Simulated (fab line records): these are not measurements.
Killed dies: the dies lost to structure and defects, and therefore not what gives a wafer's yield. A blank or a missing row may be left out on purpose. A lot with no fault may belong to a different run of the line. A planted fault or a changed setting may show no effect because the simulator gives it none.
2 desks looking at one fault || flow sky130 || each desk has only its own numbers; what lay behind them comes last

## FROM THE METROLOGY DESK
Lot by lot, what the gauges showed, no matter which tool ran the lot: averages of those sampled wafers that carry a number. If a lot's mean is further than 4 standard deviations from the usual mean, the lot is out of limits and carries the mark OUT (the distance appears in the brackets).
Columns: A = CAPM_CVD_00_THK at SKY_CAPM_THK_MEAS_01, usual 15.51 nm; B = CAP2M_CVD_00_THK at SKY_CAP2M_THK_MEAS_01, usual 15.49 nm; C = CAP2M_OVL at SKY_CAP2M_OVL_MEAS_12, usual -0.5 nm
{"lot": "L866", "first seen here": "day 35 23:49", "A": 15.73, "B": 15.27, "C": -2.1}
{"lot": "L867", "first seen here": "day 36 19:37", "A": 15.56, "B": 15.67, "C": -1.2}
{"lot": "L868", "first seen here": "day 36 21:36", "A": 15.00, "B": 15.30, "C": -1.4}
{"lot": "L870", "first seen here": "day 37 23:38", "A": 15.26, "B": 15.17, "C": -0.9}
{"lot": "L872", "first seen here": "day 38 16:39", "A": 15.51, "B": 15.44, "C": -2.0}
{"lot": "L873", "first seen here": "day 38 17:59", "A": 15.62, "B": 15.64, "C": 0.5}
{"lot": "L874", "first seen here": "day 39 05:25", "A": 15.58, "B": "17.46 (+8.2) OUT", "C": 0.2}
{"lot": "L884", "first seen here": "day 41 15:27", "A": 15.50, "B": 15.47, "C": -0.4}
{"lot": "L885", "first seen here": "day 42 08:51", "A": 15.90, "B": 15.42, "C": 0.2}
{"lot": "L886", "first seen here": "day 42 11:19", "A": 15.29, "B": 15.74, "C": 0.4}
{"lot": "L889", "first seen here": "day 43 03:25", "A": 15.66, "B": 15.51, "C": 0.3}
This desk finds L874 out of limits, with the earliest case on L874 at day 42 10:38 (CAP2M_CVD_00_THK at SKY_CAP2M_THK_MEAS_01). In limits: L866, L867, L868, L870, L872, L873, L884, L885, L886, L889.

## TOOL OWNER'S DESK, pecvd-01
The tool's own readings at SKY_CAP2M_CVD_00 (deposits SiO2, target thk 15.5 nm): means of the sampled wafers that have a number, for each lot that ran on this tool. If a lot's mean is further than 4 standard deviations from the usual mean, the lot is out of limits and carries the mark OUT (the distance appears in the brackets).
Columns: A = heater power w at SKY_CAP2M_CVD_00, usual 777 W
{"lot": "L867", "first seen here": "day 40 05:11", "A": 808}
{"lot": "L870", "first seen here": "day 41 06:23", "A": 996}
{"lot": "L874", "first seen here": "day 42 10:35", "A": 887}
Finding of this desk: none of the 3 lots has anything out of limits.

## ALL TOGETHER
An alarm was possible from the metrology desk at day 42 10:38, on L874.
The tool owner's desk saw nothing out of limits.
Tool owner's desk: L874 on record, inside its limits.
Of the lots named, all ran SKY_CAP2M_CVD_00 on pecvd-01.

## WHAT THE SIMULATOR HAD INSERTED
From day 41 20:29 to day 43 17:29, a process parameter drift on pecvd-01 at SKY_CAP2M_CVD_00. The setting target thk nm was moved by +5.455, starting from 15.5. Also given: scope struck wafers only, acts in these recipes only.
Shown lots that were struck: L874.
Delay in hours, fault start to first out-of-limits reading, per desk: metrology desk 14.
